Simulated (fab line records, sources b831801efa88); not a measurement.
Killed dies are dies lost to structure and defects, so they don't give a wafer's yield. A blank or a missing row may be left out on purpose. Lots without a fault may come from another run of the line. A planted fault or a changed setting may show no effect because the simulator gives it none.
Chamber matching | flow sky130 | SKY_VIA1_ETCH_14 on rie_diel-01: 4 sister chambers
The step etches BARC in N2/H2, stops on SiO2, time 45.9 s, target depth 60 nm. 4 wafers are shown with their chamber, then 8 later ones without.

WAFERS WITH THEIR CHAMBER
wafer  | chamber | drypump_motor_current_A (A)
L082.5 | 1       | 5.0
L083.4 | 2       | 5.8
L092.5 | 0       | 5.9
L094.4 | 3       | 5.7

WAFERS WITHOUT THEIR CHAMBER
wafer  | drypump_motor_current_A (A)
L094.5 | 4.9
L094.6 | 5.9
L096.1 | 5.0
L096.5 | 5.8
L096.6 | 5.7
L097.1 | 5.9
L097.4 | 5.0
L097.6 | 5.8

WHICH CHAMBER EACH WENT THROUGH
wafer  | from the rows above | in truth
L094.5 | 1                   | 1
L094.6 | 0                   | 0
L096.1 | 1                   | 1
L096.5 | 2                   | 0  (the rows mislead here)
L096.6 | 3                   | 3
L097.1 | 0                   | 0
L097.4 | 1                   | 1
L097.6 | 2                   | 2
Placed correctly: 7 of 8. Can't be placed from these rows: 0. Placed wrongly: 1.
How it was worked out, from the rows above alone: a wafer's distance from a chamber is the root of the sum, over the readings, of the square of ((its reading less the chamber's mean) divided by the reading's scatter). The wafer belongs to the nearest chamber; if the next one is less than 2 further off, it can't be placed. A chamber's mean is the mean of its shown wafers. The scatter: with one shown wafer a chamber, the root of the mean of the squares of how far each hidden wafer lies from its nearest shown one.
